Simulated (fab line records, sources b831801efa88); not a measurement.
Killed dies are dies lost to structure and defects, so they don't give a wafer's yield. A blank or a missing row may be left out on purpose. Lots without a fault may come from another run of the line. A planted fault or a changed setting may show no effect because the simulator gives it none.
A struck lot beside a sound one | flow sky130 | 17 steps out of a route of 708
Sound: wafers L518.2, L518.4, L518.6. Struck: wafers L531.2, L531.3, L531.5. The cause comes at the end.
At each step with rows: each side's tool, then ch and its chambers, then its first start. Under that, the readings that differ: sound wafers | struck wafers | difference of the means | sigmas: that difference in standard deviations of wafers without a fault.
alike: readings whose means differ by less than 2 such deviations, and words and numbers that are the same on both sides. not compared: withheld readings, readings that some wafer has no value for, bounds like >300 that may hide the same value, and numbers for which the record gives no deviation and whose values overlap.
The two part at a step that has a row with sigmas, a row that says differs or no value, or rows on one side only. Numbers that don't overlap but have no deviation are shown without sigmas and don't part them. A reading that every wafer of one side lacks parts them only if that side has two wafers or more.

first, 5 steps without rows for these wafers: SKY_VIA4_COAT_06 (resist thk 1140 nm); SKY_VIA4_SOFTBAKE_07 (time 60 s); SKY_VIA4_EXPOSE_08 (exposes mask VIM4, target cd 800 nm); SKY_VIA4_PEB_09; SKY_VIA4_DEVELOP_10 (develop time 60 s).
SKY_VIA4_OVL_MEAS_11:
  sound on overlay-01, day 44 08:41; struck on overlay-02, day 47 17:56
  alike: VIA4_OVL
SKY_VIA4_ETCH_12: etches SiO2 in C4F8/O2/Ar, stops on TiN, target depth 580 nm.
  sound on rie_diel-03 ch 1,3, day 44 08:43; struck on rie_diel-03 ch 1,2,3, day 47 17:58
  alike: oes_product_au
SKY_VIA4_STRIP_13: strips in O2/N2.
  sound on plasma_asher-04 ch 0,1, day 44 08:47; struck on plasma_asher-01 ch 0,1, day 47 18:02
  alike: drypump_motor_current_A, n2_flow_sccm, oes_product_au, strip_time_to_endpoint_s
  not compared: rf_hours_counter_h
then, 3 steps without rows for these wafers: SKY_VIA4_STRIP_14 (strips in post etch residue remover, time 1200 s); SKY_VIA4_CLEAN_15 (cleans in IPA, time 180 s); SKY_VIA4_CLEAN_16 (cleans in O3/DIW).
SKY_VIA4_SPUTTER_17: material TiN, target thk 20 nm, time 80 s.
  sound on pvd_sputter-02, day 44 09:25; struck on pvd_sputter-04, day 47 18:38
  alike: throttle_valve_pct
SKY_VIA4_CVD_18: deposits W, target thk 505 nm, time 152.14 s.
  sound on cvd_w-01 ch 0,1, day 44 09:29; struck on cvd_w-01 ch 0,1, day 47 18:41
  reading                            | sound                | struck               | difference | sigmas
  susceptor_temp_C (C)               | 400.11 400.17 399.92 | 402.02 402.32 402.04 | +2.06      | +9
  model.W_of_VIA4_CVD_18.thk_nm (nm) | 505.8 501.2 506.5    | 529.5 526.4 536      | +26.1      |
  alike: heater_power_w
SKY_VIA4_RS_MEAS_19: measures by four-point-probe.
  sound on film_metro-03, day 44 09:39; struck on film_metro-02, day 47 18:52
  reading            | sound                | struck               | difference | sigmas
  VIA4_W_RS (ohm/sq) | 0.2255 0.2278 0.2256 | 0.2165 0.2172 0.2133 | -0.0106    | -4
SKY_VIA4_THK_MEAS_20: measures by xrf.
  sound on film_metro-03, day 44 09:46; struck on film_metro-02, day 47 18:58
  reading         | sound       | struck      | difference | sigmas
  VIA4_W_THK (nm) | 507 499 508 | 535 533 539 | +31        | +4
SKY_VIA4_CMP_21: polishes, stops on SiO2, t overpolish 25 s, target thk 0 nm.
  sound on cmp-02 ch 0,3, day 44 09:49; struck on cmp-01 ch 1,2,3, day 47 19:01
  alike: motor_current_A, overpolish_run_s, platen_rpm, slurry_flow_ml_min, time_to_endpoint_s
-- the record jumps here: 2 days lie between the struck wafers' starts before and after (it left off in module VIA4 and takes up again in module PAD_OPEN, whose first step shown is number 708 of the route) --
SKY_PAD_OPEN_PROBE_99:
  sound on prober-01, day 47 04:29; struck on prober-02, day 50 04:50
  alike: defect_limited_yield, killed_at_M0_to_M3, killed_at_M4_up, killed_at_contacts, killed_at_front_end, killed_at_other, killed_dies, killed_on_rim, killed_open, killed_short, sort_bin_3_pad_short, sort_bin_5_function, sort_bin_6_memory, sort_n_pass, sort_yield_pct

WHERE THEY PART
First at SKY_VIA4_CVD_18; last, within this record, at SKY_VIA4_THK_MEAS_20. Later steps at which nothing parts them and some readings are alike: SKY_VIA4_CMP_21, SKY_PAD_OPEN_PROBE_99.

WHY: what the simulator had put in
Process parameter drift: cvd_w-01, from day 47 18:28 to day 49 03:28, at SKY_VIA4_CVD_18. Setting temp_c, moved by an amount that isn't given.
